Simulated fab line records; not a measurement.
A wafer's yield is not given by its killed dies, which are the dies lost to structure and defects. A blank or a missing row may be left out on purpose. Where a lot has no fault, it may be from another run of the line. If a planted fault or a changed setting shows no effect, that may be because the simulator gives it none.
fab line records ; flow sky130
[record] lots = 6; wafers = 18; last-day = 50
route steps=708 shown VT_ADJUST_LVTN@116 VT_ADJUST_NCORE@119 PAD_OPEN@708
lots untouched by any fault: they come from a run of this same line in which no faults occurred
start-h: hours from the record's first day to the start of the lot's first wafer shown ; wait-h: how many hours have passed since the lot's step before this one ; " same as the row above ; L1.1+2: a row that stands for several wafers ; - value missing, or start not given ; * or withheld: withheld ; < > ~ a bound
route shown NAME@n: names a module that has steps shown in the file, with the first one's number in the route ; usual: average and standard deviation across the fault-free wafers ; same: alike in all rows ; chamber/n: place in a boat ; sites: each site's reading ; _std_site: the values' standard deviation ; _edge_site: inner sites' mean taken away from outer sites' mean ; radius-mm: for every site, how far away it sits from the centre of the wafer ; mask NAME#n: copy n ; behind: tool/chamber where the wafer was last shaped ; hold: what put the lot on hold/how long, in hours/how the hold closed ; device: the transistor (n, p or np) that didn't switch ; end of line: tests run on the same wafers once the route is complete ; for a step that has no rows: nothing shown but its recipe ; killed: at the first sort, the dies lost to defects and structure; wafer yield is something else ; map: shows each die of a wafer: x if killed, . if not, _ if none is there
set.NAME: the setting the step ran with; set.NAME@STEP: the setting that earlier step ran with ; model.NAME: the simulator's own value behind a step, which no gauge read
a table for each step, a row for each wafer; lots at some steps of the route
services: a tool's chamber out of use, with start hour (start-h, from the record's first day; less than 0 if before it), hours out, and reason
[[steps]]
[step SKY_VT_ADJUST_LVTN_IMPLANT_19]
[recipe] species = B; energy-kev = 30; dose-cm2 = 6.5e+11; tilt-deg = withheld
[step SKY_VT_ADJUST_LVTN_STRIP_20]
[recipe] chemistry = O2/N2; power-w = 1400; pressure-mtorr = 1500; platen-temp-c = withheld; o2-flow-sccm = 3000; n2-flow-sccm = 300; overash-fraction = 0.5
[usual] drypump-motor-current-A = 5.45/0.29; oes-product-au = 0.715/0.0046; strip-time-to-endpoint-s = 14.18/0.048
lot.wafer;tool;chamber;start-h;wait-h;drypump-motor-current-A;oes-product-au;rf-hours-counter-h;strip-time-to-endpoint-s
L430.2;plasma-asher-02;0;195.13;0.1;5.54;0.718;52;14.22
L430.4;plasma-asher-02;0;195.13;0.1;5.56;0.715;-;14.17
L430.5;plasma-asher-02;1;195.13;0.1;5.58;0.709;-;14.18
L433.1;plasma-asher-02;1;214.53;0.1;5.57;0.715;54;14.09
L433.4;plasma-asher-02;1;214.53;0.1;5.54;0.717;-;14.07
L433.5;plasma-asher-02;1;214.53;0.1;5.55;0.720;-;14.08
L435.2;plasma-asher-01;0;234.08;0.1;5.76;0.713;12;14.13
L435.4;plasma-asher-01;1;234.08;0.1;5.88;0.715;-;14.16
L435.6;plasma-asher-01;0;234.08;0.1;5.75;0.717;-;14.16
L440.1;plasma-asher-04;1;262.23;0.1;5.43;0.717;47;14.16
L440.2;plasma-asher-04;0;262.23;0.1;4.97;0.716;47;14.13
L440.3;plasma-asher-04;1;262.23;0.1;5.43;0.709;-;14.17
L445.2;plasma-asher-01;1;298.23;0.1;5.86;0.710;19;14.14
L445.3;plasma-asher-01;1;298.23;0.1;5.87;0.710;-;14.15
L445.5;plasma-asher-01;0;298.23;0.1;5.76;0.714;-;14.13
L448.2;plasma-asher-02;1;319.28;0.1;5.57;0.719;65;14.11
L448.4;plasma-asher-02;1;319.28;0.1;5.56;0.715;-;14.12
L448.6;plasma-asher-02;1;319.28;0.1;5.57;0.709;-;14.11
[step SKY_VT_ADJUST_LVTN_TW_MEAS_21]
[usual] VT_ADJUST_LVTN_2_TW = 187.2/2.3
lot.wafer;tool;chamber;start-h;wait-h;VT_ADJUST_LVTN_2_TW
L430.2;film-metro-03;-;195.24;0.1;187.8
L430.4;film-metro-03;-;195.24;0.1;187.1
L430.5;film-metro-03;-;195.24;0.1;186.2
L433.1;film-metro-02;-;214.63;0.1;184.1
L433.4;film-metro-02;-;214.63;0.1;184.1
L433.5;film-metro-02;-;214.63;0.1;184.7
L435.2;film-metro-02;-;234.19;0.1;185.5
L435.4;film-metro-02;-;234.19;0.1;186.3
L435.6;film-metro-02;-;234.19;0.1;185.3
L440.1;film-metro-01;-;262.33;0.1;189.9
L440.2;film-metro-01;-;262.33;0.1;190.6
L440.3;film-metro-01;-;262.33;0.1;190.2
L445.2;film-metro-03;-;298.34;0.1;188.7
L445.3;film-metro-03;-;298.34;0.1;188.6
L445.5;film-metro-03;-;298.34;0.1;188.6
L448.2;film-metro-03;-;319.39;0.1;187.7
L448.4;film-metro-03;-;319.39;0.1;188.1
L448.6;film-metro-03;-;319.39;0.1;188.2
[step SKY_VT_ADJUST_NCORE_DEHYDRATE_00]
[recipe] temp-c = 200; time-s = 60
[step SKY_VT_ADJUST_NCORE_HMDS_01]
[recipe] prime-time-s = 60; prime-temp-c = 120
[step SKY_VT_ADJUST_NCORE_COAT_02]
[recipe] resist = NOVOLAK; spin-rpm = 3000; resist-thk-nm = 1120
[step SKY_VT_ADJUST_NCORE_SOFTBAKE_03]
[recipe] temp-c = 90; time-s = 60; resist = NOVOLAK
[step SKY_VT_ADJUST_NCORE_EXPOSE_04]
[recipe] mask-id = LVTN_COMPLEMENT_THIN; na = 0.6; source-shape = conventional; sigma-outer = 0.6; polarization = unpolarized; target-cd-nm = 380; dose-mj = 139
[step SKY_VT_ADJUST_NCORE_PEB_05]
[recipe] temp-c = withheld; time-s = *; resist = NOVOLAK
[step SKY_VT_ADJUST_NCORE_DEVELOP_06]
[recipe] resist = NOVOLAK; developer = TMAH; develop-time-s = 60; dev-temp-c = 23
[step SKY_VT_ADJUST_NCORE_CD_MEAS_07]
[recipe] target-cd-nm = 380
[usual] cd-nm = 380.8/2.5
lot.wafer;tool;chamber;start-h;wait-h;cd-nm
L430.2;cd-sem-02;-;216.71;0.1;379.2
L430.4;cd-sem-02;-;216.71;0.1;378.7
L430.5;cd-sem-02;-;216.71;0.1;379.9
L433.1;cd-sem-01;-;237.09;0.1;382.0
L433.4;cd-sem-01;-;237.09;0.1;381.3
L433.5;cd-sem-01;-;237.09;0.1;380.4
L435.2;cd-sem-01;-;257.17;0.1;382.3
L435.4;cd-sem-01;-;257.17;0.1;382.6
L435.6;cd-sem-01;-;257.17;0.1;384.9
L440.1;cd-sem-02;-;285.59;0.1;379.5
L440.2;cd-sem-02;-;285.59;0.1;381.6
L440.3;cd-sem-02;-;285.59;0.1;380.7
L445.2;cd-sem-02;-;324.21;0.1;380.3
L445.3;cd-sem-02;-;324.21;0.1;381.4
L445.5;cd-sem-02;-;324.21;0.1;380.3
L448.2;cd-sem-02;-;345.52;0.1;380.7
L448.4;cd-sem-02;-;345.52;0.1;380.0
L448.6;cd-sem-02;-;345.52;0.1;382.1
[step SKY_VT_ADJUST_NCORE_OVL_MEAS_08]
[usual] VT_ADJUST_NCORE_OVL = -0.5/1.6
lot.wafer;tool;chamber;start-h;wait-h;VT_ADJUST_NCORE_OVL[nm]
L430.2;overlay-01;-;216.81;0.1;-2.9
L430.4;overlay-01;-;216.81;0.1;-2.8
L430.5;overlay-01;-;216.81;0.1;-2.5
L433.1;overlay-02;-;237.21;0.1;-1.6
L433.4;overlay-02;-;237.21;0.1;-0.7
L433.5;overlay-02;-;237.21;0.1;-1.3
L435.2;overlay-01;-;257.27;0.1;1.2
L435.4;overlay-01;-;257.27;0.1;-1.8
L435.6;overlay-01;-;257.27;0.1;-0.1
L440.1;overlay-01;-;285.71;0.1;0.5
L440.2;overlay-01;-;285.71;0.1;0.7
L440.3;overlay-01;-;285.71;0.1;-2.6
L445.2;overlay-02;-;324.32;0.1;0.4
L445.3;overlay-02;-;324.32;0.1;-0.3
L445.5;overlay-02;-;324.32;0.1;0.1
L448.2;overlay-02;-;345.62;0.1;-3.2
L448.4;overlay-02;-;345.62;0.1;-2.5
L448.6;overlay-02;-;345.62;0.1;-3.4
[step SKY_VT_ADJUST_NCORE_IMPLANT_09]
[recipe] species = B; energy-kev = 10; dose-cm2 = 2.4e+12; tilt-deg = withheld
[usual] beam-on-s = 9.98/0.2; faraday-current-uA = 13.57/0.27
lot.wafer;tool;chamber;start-h;wait-h;beam-on-s;faraday-current-uA
L430.2;implanter-02;0;216.87;0.0;9.64;14.11
L430.4;implanter-02;0;216.87;0.0;10.10;13.46
L430.5;implanter-02;0;216.87;0.0;10.00;13.55
L433.1;implanter-02;0;237.25;0.0;10.12;13.36
L433.4;implanter-02;0;237.25;0.0;10.12;13.41
L433.5;implanter-02;0;237.25;0.0;9.95;13.59
L435.2;implanter-04;0;257.33;0.0;10.10;13.34
L435.4;implanter-04;0;257.33;0.0;9.77;13.88
L435.6;implanter-04;0;257.33;0.0;9.70;13.90
L440.1;implanter-04;0;285.74;0.0;11.95;11.31
L440.2;implanter-04;0;285.74;0.0;12.05;11.32
L440.3;implanter-04;0;285.74;0.0;11.84;11.46
L445.2;implanter-04;0;324.37;0.0;11.81;11.52
L445.3;implanter-04;0;324.37;0.0;11.39;11.81
L445.5;implanter-04;0;324.37;0.0;11.81;11.44
L448.2;implanter-03;0;345.68;0.0;9.79;13.85
L448.4;implanter-03;0;345.68;0.0;9.79;13.84
L448.6;implanter-03;0;345.68;0.0;9.76;13.87
[step SKY_VT_ADJUST_NCORE_STRIP_10]
[recipe] chemistry = O2/N2; power-w = 1400; pressure-mtorr = 1500; platen-temp-c = withheld; o2-flow-sccm = 3000; n2-flow-sccm = 300; overash-fraction = 0.5
[usual] drypump-motor-current-A = 5.7/0.5; oes-product-au = 0.715/0.0044; strip-time-to-endpoint-s = 13.92/0.042
lot.wafer;tool;chamber;start-h;wait-h;drypump-motor-current-A;oes-product-au;rf-hours-counter-h;strip-time-to-endpoint-s
L430.2;plasma-asher-04;1;216.99;0.1;5.4;0.716;42;13.91
L430.4;plasma-asher-04;0;216.99;0.1;5.0;0.719;-;13.91
L430.5;plasma-asher-04;0;216.99;0.1;5.0;0.722;-;13.92
L433.1;plasma-asher-04;1;237.40;0.1;5.4;0.718;44;13.98
L433.4;plasma-asher-04;1;237.40;0.1;5.4;0.716;-;13.93
L433.5;plasma-asher-04;1;237.40;0.1;5.4;0.717;-;14.02
L435.2;plasma-asher-02;0;257.45;0.1;5.5;0.723;59;13.96
L435.4;plasma-asher-02;0;257.45;0.1;5.5;0.713;-;13.88
L435.6;plasma-asher-02;0;257.45;0.1;5.5;0.715;-;13.98
L440.1;plasma-asher-03;1;285.89;0.1;6.5;0.718;57;13.92
L440.2;plasma-asher-03;0;285.89;0.1;6.1;0.718;57;13.91
L440.3;plasma-asher-03;0;285.89;0.1;6.1;0.716;-;13.93
L445.2;plasma-asher-03;1;324.50;0.1;6.4;0.706;60;13.95
L445.3;plasma-asher-03;1;324.50;0.1;6.4;0.712;-;13.84
L445.5;plasma-asher-03;1;324.50;0.1;6.4;0.719;-;13.93
L448.2;plasma-asher-03;0;345.80;0.1;6.1;0.715;62;13.98
L448.4;plasma-asher-03;1;345.80;0.1;6.4;0.719;-;13.96
L448.6;plasma-asher-03;0;345.80;0.1;6.1;0.716;-;13.98
[step SKY_VT_ADJUST_NCORE_TW_MEAS_11]
[usual] VT_ADJUST_NCORE_TW = 219.6/1.4
lot.wafer;tool;chamber;start-h;wait-h;hold;VT_ADJUST_NCORE_TW
L430.2;film-metro-04;-;217.10;0.1;-;220.4
L430.4;film-metro-04;-;217.10;0.1;-;218.8
L430.5;film-metro-04;-;217.10;0.1;-;219.4
L433.1;film-metro-04;-;237.50;0.1;-;219.3
L433.4;film-metro-04;-;237.50;0.1;-;218.4
L433.5;film-metro-04;-;237.50;0.1;-;219.0
L435.2;film-metro-03;-;257.56;0.1;-;218.9
L435.4;film-metro-03;-;257.56;0.1;-;217.8
L435.6;film-metro-03;-;257.56;0.1;-;218.3
L440.1;film-metro-03;-;285.99;0.1;await-dispo/0.2h/release;229.7
L440.2;film-metro-03;-;285.99;0.1;await-dispo/0.2h/release;229.9
L440.3;film-metro-03;-;285.99;0.1;await-dispo/0.2h/release;230.5
L440.1;film-metro-03;-;286.22;0.2;-;230.6
L440.2;film-metro-03;-;286.22;0.2;-;230.7
L440.3;film-metro-03;-;286.22;0.2;-;228.8
L445.2;film-metro-01;-;324.61;0.1;await-dispo/0.2h/release;232.5
L445.3;film-metro-01;-;324.61;0.1;await-dispo/0.2h/release;230.9
L445.5;film-metro-01;-;324.61;0.1;await-dispo/0.2h/release;233.0
L445.2;film-metro-01;-;324.83;0.2;-;232.8
L445.3;film-metro-01;-;324.83;0.2;-;231.9
L445.5;film-metro-01;-;324.83;0.2;-;232.0
L448.2;film-metro-01;-;345.91;0.1;-;220.6
L448.4;film-metro-01;-;345.91;0.1;-;221.4
L448.6;film-metro-01;-;345.91;0.1;-;221.6
[step SKY_PAD_OPEN_PROBE_99]
[usual] killed_at_M0_to_M3 = 43/7.3; killed_at_M4_up = 3.1/1.8; killed-at-contacts = 24/5.4; killed-at-front-end = 15/4.1; killed-at-other = 0.2/0.52; killed-dies = 86/10; killed-open = 47/7.3; killed-short = 39/6.4
[same] gross-dies = 492; killed-at-back-side = 0
lot.wafer;tool;chamber;start-h;wait-h;killed_at_M0_to_M3;killed_at_M4_up;killed-at-contacts;killed-at-front-end;killed-at-other;killed-dies;killed-open;killed-short;model.etest.nfet_16v.r-on-ohm-um;model.etest.pfet_16v.r-on-ohm-um;model.etest.pfet-g5v0d10v5.r-on-ohm-um;model.etest.tip-p.rs-ohm-sq;model.etest.res-pwell-under-gate.rs-ohm-sq;model.etest.nfet-g5v0d10v5.r-on-ohm-um;model.etest.tip_p_5v.rs-ohm-sq;model.etest.tip_n_5v.rs-ohm-sq
L430.2;prober-02;-;1104.36;0.1;43;7;24;21;0;95;55;39;1.4e+04;1.45e+04;4725;6887;2293;1885;2856;1374
L430.4;prober-02;-;1104.46;0.2;44;5;16;18;1;84;45;39;1.379e+04;1.448e+04;4692;6866;2298;1864;2868;1374
L430.5;prober-02;-;1104.51;0.2;31;1;24;15;0;71;37;34;1.389e+04;1.467e+04;4771;6874;2285;1897;2865;1374
L433.1;prober-01;-;1121.55;0.1;46;1;21;7;1;76;45;30;1.391e+04;1.508e+04;4840;7060;2266;1905;2864;1367
L433.4;prober-01;-;1121.70;0.2;44;5;19;12;0;80;34;46;1.379e+04;1.493e+04;4751;7047;2256;1873;2847;1362
L433.5;prober-01;-;1121.75;0.2;38;5;11;14;0;68;40;28;1.396e+04;1.504e+04;4840;7072;2266;1916;2864;1366
L435.2;prober-01;-;1137.35;0.1;55;4;23;17;0;99;58;41;1.4e+04;1.453e+04;4749;6932;2295;1886;2828;1394
L435.4;prober-01;-;1137.45;0.2;39;8;24;15;0;86;45;41;1.403e+04;1.439e+04;4751;6906;2286;1871;2843;1378
L435.6;prober-01;-;1137.55;0.2;37;3;24;15;0;79;44;35;1.407e+04;1.475e+04;4761;6968;2277;1897;2846;1380
L440.1;prober-02;-;1165.55;0.1;45;1;24;11;0;81;44;37;1.469e+04;1.406e+04;4454;6678;2222;1898;2815;1448
L440.2;prober-02;-;1165.60;0.1;43;4;15;12;0;74;39;35;1.473e+04;1.405e+04;4470;6765;2228;1929;2803;1438
L440.3;prober-02;-;1165.65;0.2;49;4;24;9;1;87;55;32;1.465e+04;1.427e+04;4422;6705;2234;1886;2811;1438
L445.2;prober-01;-;1185.18;0.1;40;0;19;14;0;73;40;33;1.493e+04;1.448e+04;4584;6809;2220;1984;2821;1457
L445.3;prober-01;-;1185.23;0.2;51;4;30;11;0;96;57;39;1.492e+04;1.423e+04;4663;6797;2220;1991;2827;1456
L445.5;prober-01;-;1185.33;0.2;45;4;22;13;0;84;40;44;1.486e+04;1.437e+04;4675;6772;2229;1994;2820;1450
L448.2;prober-02;-;1195.56;0.1;41;1;21;9;2;74;36;38;1.406e+04;1.483e+04;4761;6893;2292;1901;2834;1363
L448.4;prober-02;-;1195.66;0.2;42;2;19;9;0;72;39;33;1.394e+04;1.462e+04;4806;6774;2292;1910;2831;1355
L448.6;prober-02;-;1195.76;0.2;40;3;28;14;0;85;47;38;1.423e+04;1.476e+04;4828;6764;2281;1907;2813;1371
// killed by level:class
L430.2 VIA1:geometric-particle:open=12 LI_CONTACT:geometric-particle:open=9 CONTACT:geometric-particle:open=9 FIELD_ISO:geometric-particle:open=8 METAL2:geometric-particle:short=8 VIA3:geometric-particle:open=6 METAL4:geometric-particle:short=5 FIELD_ISO:geometric-particle:short=4
L430.4 VIA1:geometric-particle:open=13 VIA3:geometric-particle:open=8 METAL1:geometric-particle:short=6 CONTACT:geometric-particle:open=6 FIELD_ISO:geometric-particle:short=5 LI_CONTACT:geometric-particle:open=4 VIA1:geometric-particle:short=4 VIA2:geometric-particle:open=4
L430.5 CONTACT:geometric-particle:open=11 LI_CONTACT:geometric-particle:open=7 VIA1:geometric-particle:open=7 METAL2:geometric-particle:short=6 POLY_GATE:geometric-particle:open=4 METAL3:geometric-particle:short=4 METAL1:geometric-particle:short=4 FIELD_ISO:geometric-particle:open=3
L433.1 CONTACT:geometric-particle:open=12 VIA1:geometric-particle:open=9 LI_CONTACT:geometric-particle:open=6 VIA1:geometric-particle:short=6 METAL2:geometric-particle:short=5 VIA2:geometric-particle:open=5 METAL3:geometric-particle:short=4 VIA3:geometric-particle:open=4
L433.4 VIA1:geometric-particle:open=13 POLY_GATE:geometric-particle:short=6 VIA1:geometric-particle:short=6 LOCAL_INTERCONNECT:geometric-particle:short=5 CONTACT:geometric-particle:open=5 VIA3:geometric-particle:open=5 LI_CONTACT:geometric-particle:open=4 METAL1:geometric-particle:short=4
L433.5 VIA1:geometric-particle:open=9 VIA3:geometric-particle:open=9 VIA2:geometric-particle:open=6 VIA3:geometric-particle:short=5 LI_CONTACT:geometric-particle:open=5 CONTACT:geometric-particle:open=4 METAL4:geometric-particle:short=4 FIELD_ISO:geometric-particle:short=3
L435.2 VIA1:geometric-particle:open=11 CONTACT:geometric-particle:open=8 VIA3:geometric-particle:open=8 METAL2:geometric-particle:short=7 VIA2:geometric-particle:open=7 POLY_GATE:geometric-particle:open=6 LI_CONTACT:geometric-particle:open=6 FIELD_ISO:geometric-particle:open=4
L435.4 VIA1:geometric-particle:open=11 CONTACT:geometric-particle:open=9 METAL4:geometric-particle:short=7 CONTACT:geometric-particle:short=7 FIELD_ISO:geometric-particle:open=6 LI_CONTACT:geometric-particle:open=6 METAL2:geometric-particle:short=6 VIA1:geometric-particle:short=5
L435.6 VIA1:geometric-particle:open=10 CONTACT:geometric-particle:open=7 LI_CONTACT:geometric-particle:open=6 METAL1:geometric-particle:short=5 VIA3:geometric-particle:open=5 FIELD_ISO:geometric-particle:open=4 CONTACT:geometric-particle:short=4 VIA1:geometric-particle:short=4
L440.1 VIA1:geometric-particle:open=13 CONTACT:geometric-particle:open=7 METAL1:geometric-particle:short=7 VIA3:geometric-particle:open=7 LI_CONTACT:geometric-particle:open=6 CONTACT:geometric-particle:short=5 METAL2:geometric-particle:short=5 POLY_GATE:geometric-particle:short=4
L440.2 METAL2:geometric-particle:short=10 CONTACT:geometric-particle:open=8 VIA1:geometric-particle:short=7 VIA2:geometric-particle:open=6 VIA1:geometric-particle:open=6 VIA3:geometric-particle:open=5 LI_CONTACT:geometric-particle:open=5 METAL4:geometric-particle:short=4
L440.3 CONTACT:geometric-particle:open=12 VIA1:geometric-particle:open=10 METAL2:geometric-particle:short=10 LI_CONTACT:geometric-particle:open=8 VIA1:geometric-particle:short=7 VIA2:geometric-particle:open=6 VIA3:geometric-particle:open=4 FIELD_ISO:geometric-particle:open=3
L445.2 VIA2:geometric-particle:open=11 VIA1:geometric-particle:open=10 FIELD_ISO:geometric-particle:open=6 LI_CONTACT:geometric-particle:open=5 LOCAL_INTERCONNECT:geometric-particle:short=5 VIA1:geometric-particle:short=5 METAL2:geometric-particle:short=5 METAL1:geometric-particle:short=4
L445.3 VIA3:geometric-particle:open=14 CONTACT:geometric-particle:open=11 LI_CONTACT:geometric-particle:open=8 VIA1:geometric-particle:open=8 VIA2:geometric-particle:open=8 METAL2:geometric-particle:short=7 CONTACT:geometric-particle:short=4 LOCAL_INTERCONNECT:geometric-particle:short=4
L445.5 METAL1:geometric-particle:short=8 METAL2:geometric-particle:short=8 LI_CONTACT:geometric-particle:open=7 VIA1:geometric-particle:open=7 VIA2:geometric-particle:open=6 CONTACT:geometric-particle:open=5 CONTACT:geometric-particle:short=5 FIELD_ISO:geometric-particle:short=4
L448.2 LI_CONTACT:geometric-particle:open=9 CONTACT:geometric-particle:open=8 METAL1:geometric-particle:short=8 VIA1:geometric-particle:open=5 VIA1:geometric-particle:short=5 METAL3:geometric-particle:short=5 FIELD_ISO:geometric-particle:short=3 VIA3:geometric-particle:open=3
L448.4 VIA2:geometric-particle:open=10 VIA1:geometric-particle:open=9 CONTACT:geometric-particle:open=6 METAL2:geometric-particle:short=6 METAL3:geometric-particle:short=4 FIELD_ISO:geometric-particle:short=4 VIA2:geometric-particle:short=4 CONTACT:geometric-particle:short=4
L448.6 CONTACT:geometric-particle:open=12 VIA2:geometric-particle:open=10 LI_CONTACT:geometric-particle:open=7 VIA1:geometric-particle:open=7 CONTACT:geometric-particle:short=5 METAL2:geometric-particle:short=5 FIELD_ISO:geometric-particle:short=4 METAL1:geometric-particle:short=4
[[services]]
tool;chamber;start-h;hours;kind
implanter-04;-;184.97;1.8;pm
plasma-asher-04;-;193.66;5.1;repair
plasma-asher-03;-;214.73;5.4;repair
implanter-03;-;214.97;2.8;repair
implanter-03;-;229.22;2.8;repair
implanter-04;-;241.23;9.9;repair
implanter-04;-;255.79;1.3;repair
plasma-asher-01;-;269.37;3.2;repair
plasma-asher-04;-;285.30;14.6;pm
implanter-03;-;287.56;0.5;repair
implanter-02;-;292.84;2.2;repair
implanter-04;-;295.59;0.8;repair
plasma-asher-02;-;311.08;0.5;repair
plasma-asher-01;-;334.71;2.2;repair
implanter-02;-;341.40;0.9;repair
[[key]]
[first-sign] step = SKY_VT_ADJUST_NCORE_IMPLANT_09; reading = beam-on-s; direction = up; sigmas = 9; usual = 9.98; struck = 11.81
[effect] step = SKY_VT_ADJUST_NCORE_IMPLANT_09; reading = faraday-current-uA; direction = down; sigmas = 7.7; usual = 13.57; struck = 11.48
[effect] step = SKY_VT_ADJUST_NCORE_TW_MEAS_11; reading = visit; direction = added
[effect] step = SKY_VT_ADJUST_NCORE_TW_MEAS_11; reading = VT_ADJUST_NCORE_TW; direction = up; sigmas = 8.5; usual = 219.6; struck = 231.1
[model-effect] step = SKY_PAD_OPEN_PROBE_99; value = etest.nfet_16v.r-on-ohm-um; without = 1.397e+04; struck = 1.48e+04
met-at SKY_VT_ADJUST_NCORE_IMPLANT_09
struck-wafers L440.1,L440.2,L440.3,L445.2,L445.3,L445.5
tester-left-out L440,L445
onset-between 257.33 285.74
[fault] kind = process-parameter-drift; tool = implanter-04; chamber = -; onset-h = 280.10; steps = SKY_VT_ADJUST_NCORE_IMPLANT_09; channel = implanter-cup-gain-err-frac; offset = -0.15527; shape = step; end-h = 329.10
// tester-left-out: of these lots the tester's yield and bins aren't shown, on N5 and GAA mostly nor the transistor test; their killed dies are dies lost to structure and defects alone, not to doping, threshold or leakage, so they don't give the yield
